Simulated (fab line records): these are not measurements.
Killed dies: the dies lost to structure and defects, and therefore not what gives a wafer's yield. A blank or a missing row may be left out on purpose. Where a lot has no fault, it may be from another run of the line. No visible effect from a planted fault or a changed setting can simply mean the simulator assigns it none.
Which tool did it?	flow sky130	12 lots with 36 wafers sampled at 5 steps, on a route of 708 steps

== WHAT THE GAUGES SHOWED, per wafer ==
SKY_VT_ADJUST_NCORE_TW_MEAS_11. Usual: for VT_ADJUST_NCORE_TW the level is 215.9 and the standard deviation is 1.5.
lot	measured	on	VT_ADJUST_NCORE_TW	flag
L595	day 9 01:38	film metro-01	217.5 216.9 217.8	
L601	day 11 00:11	film metro-02	216.9 215.8 215.5	
L604	day 11 23:25	film metro-01	217.6 217.7 218.3	
L605	day 11 23:30	film metro-01	216.9 216.9 217.0	
L609	day 13 14:19	film metro-01	218.5 217.6 216.5	
L610	day 13 21:21	film metro-01	217.4 217.2 217.2	
L611	day 14 06:12	film metro-01	217.2 217.1 216.7	
L612	day 14 13:21	film metro-03	216.4 215.1 215.2	
L614	day 15 02:59	film metro-03	215.8 214.9 215.3	
L615	day 15 06:09	film metro-02	215.9 215.7 216.4	
L616	day 15 17:23	film metro-01	217.4 218.1 216.6	
L617	day 16 00:46	film metro-03	213.5 214.9 213.7	

SKY_SONOS_TUNNEL_OVL_MEAS_08. Usual: for SONOS_TUNNEL_OVL the level is 0.1 nm and the standard deviation is 1.3.
lot	measured	on	SONOS_TUNNEL_OVL (nm)	flag
L595	day 11 23:25	overlay-01	-0.9 0.4 0.0	
L601	day 14 06:43	overlay-01	0.7 0.9 1.2	
L604	day 15 08:05	overlay-01	0.0 0.1 -0.8	
L605	day 15 09:28	overlay-01	1.1 1.2 -0.2	
L609	day 17 03:44	overlay-01	-1.1 0.5 -0.3	
L610	day 17 10:31	overlay-01	0.6 0.3 0.2	
L611	day 17 20:28	overlay-02	0.6 2.2 1.5	
L612	day 18 05:13	overlay-02	-1.2 0.8 1.1	
L614	day 18 19:57	overlay-01	-0.7 -1.0 -1.8	
L615	day 18 22:01	overlay-02	0.7 0.6 -1.3	
L616	day 19 09:27	overlay-02	-1.3 -1.4 -1.5	
L617	day 19 17:52	overlay-02	0.5 -0.7 -0.2	

SKY_SONOS_ONO_THK_MEAS_01. Usual: for SONOS_ONO_OXIDATION_THK the level is 2.60 nm and the standard deviation is 0.063.
lot	measured	on	SONOS_ONO_OXIDATION_THK (nm)	flag
L595	day 12 01:17	film metro-01	2.51 2.60 2.59	
L601	day 14 08:50	film metro-01	2.83 2.83 2.93 2.78 2.86 2.86	OFF
L604	day 15 10:13	film metro-02	2.91 2.94 2.99 2.95 2.94 3.00	OFF
L605	day 15 12:34	film metro-03	2.55 2.65 2.56	
L609	day 17 05:42	film metro-02	2.42 2.47 2.42	
L610	day 17 13:23	film metro-03	2.53 2.54 2.54	
L611	day 18 00:17	film metro-03	2.56 2.60 2.61	
L612	day 18 07:37	film metro-02	2.73 2.65 2.66	
L614	day 18 22:50	film metro-01	2.62 2.63 2.59	
L615	day 19 00:11	film metro-02	2.57 2.58 2.62	
L616	day 19 11:19	film metro-01	2.56 2.60 2.60	
L617	day 19 20:30	film metro-01	2.65 2.68 2.59	

SKY_SONOS_ONO_OVL_MEAS_14. Usual: for SONOS_ONO_OVL the level is -0.7 nm and the standard deviation is 1.3.
lot	measured	on	SONOS_ONO_OVL (nm)	flag
L595	day 13 05:48	overlay-01	-0.1 -0.7 0.4	
L601	day 15 16:01	overlay-01	-1.4 -1.4 -1.9	
L604	day 16 17:55	overlay-02	-2.7 -3.5 -3.5	
L605	day 17 02:46	overlay-02	0.2 0.7 1.0	
L609	day 18 14:50	overlay-01	-0.8 0.4 -0.2	
L610	day 19 00:58	overlay-02	3.4 1.9 0.0	
L611	day 19 09:40	overlay-01	0.1 0.1 1.0	
L612	day 19 16:27	overlay-02	-2.7 -1.7 -2.1	
L614	day 20 08:48	overlay-01	0.3 0.0 -0.7	
L615	day 20 12:37	overlay-02	0.7 -1.4 -1.2	
L616	day 20 19:01	overlay-01	-1.4 -1.5 -0.7	
L617	day 21 17:40	overlay-02	-1.2 -1.9 -0.2	

== WHICH TOOL RAN EACH LOT (tool, then ch and the chambers of the sampled wafers, then the start) ==
lot	SKY_SONOS_ONO_OXIDATION_00
L595	furnace-01 ch 0, day 11 23:56
L601	furnace-01 ch 0, day 14 07:29
L604	furnace-01 ch 0, day 15 08:50
L605	furnace-02 ch 0, day 15 11:13
L609	furnace-02 ch 0, day 17 04:20
L610	furnace-01 ch 0, day 17 12:01
L611	furnace-01 ch 0, day 17 22:56
L612	furnace-01 ch 0, day 18 06:17
L614	furnace-02 ch 0, day 18 21:29
L615	furnace-02 ch 0, day 18 22:50
L616	furnace-01 ch 0, day 19 09:59
L617	furnace-01 ch 0, day 19 19:08
- SKY_SONOS_ONO_OXIDATION_00: stabilise 600 s, purge 300 s, target thk 2.6 nm.

== WHAT THE TOOLS THEMSELVES READ (means of the sampled wafers that have a number; where no wafer has one, the mark that the record gives instead) ==
SKY_SONOS_ONO_OXIDATION_00. Usual: spike tc bottom C 822.6 C, standard deviation 1.7; spike tc centre C 801.3 C, standard deviation 1.1; spike tc lower C 800.3 C, standard deviation 1.2; spike tc top C 812 C, standard deviation 3.4; spike tc upper C 799.9 C, standard deviation 1.5; zone power upper pct 13.3 %, standard deviation 0.36.
lot	tool	spike tc bottom C (C)	spike tc centre C (C)	spike tc lower C (C)	spike tc top C (C)	spike tc upper C (C)	zone power upper pct (%)	flag
L595	furnace-01	823.3	802.5	798.6	816	800.8	13.7	
L601	furnace-01	831.0	808.5	807.3	823	808.4	13.9	OFF
L604	furnace-01	831.5	809.1	806.3	822	807.5	14.0	OFF
L605	furnace-02	821.2	800.2	801.3	809	799.2	12.9	
L609	furnace-02	820.6	800.3	801.2	809	799.5	12.9	
L610	furnace-01	823.1	802.4	800.9	815	801.3	13.6	
L611	furnace-01	824.3	801.5	800.9	817	801.4	13.7	
L612	furnace-01	823.8	802.5	799.6	816	800.6	13.7	
L614	furnace-02	822.5	801.5	801.0	810	798.8	13.0	
L615	furnace-02	821.7	801.2	800.9	809	799.0	13.1	
L616	furnace-01	823.6	802.7	799.8	815	800.7	13.7	
L617	furnace-01	824.2	801.5	799.2	816	800.9	13.5	

== THE ANSWER, worked out from the rows above alone ==
Rule: a lot counts as off when the mean over its wafers that have a number is more than 3 standard deviations away from the usual mean. A lot without any number at a reading at which 4 lots or more have one is off too. The other lots that the step has rows for count as sound. First the gauges in route order, then the tools' own readings, where a lot's mean is used as printed above. The first step at which some lot is off is used, and at that step the reading that is off furthest; a lot without a number counts as furthest.
Off: at SKY_SONOS_ONO_THK_MEAS_01 (SONOS_ONO_OXIDATION_THK), L601, L604.
A tool fits if, at a process step before that reading, it ran every lot that is off, and no sound lot after the first of them. Not tried: the gauges at SKY_SONOS_ONO_THK_MEAS_01; whatever is off there is also off at SKY_SONOS_ONO_OXIDATION_00, on other tools, and gauge error can't account for it. None of those tried fits.

== WHAT HAD BEEN PUT IN BY THE SIMULATOR ==
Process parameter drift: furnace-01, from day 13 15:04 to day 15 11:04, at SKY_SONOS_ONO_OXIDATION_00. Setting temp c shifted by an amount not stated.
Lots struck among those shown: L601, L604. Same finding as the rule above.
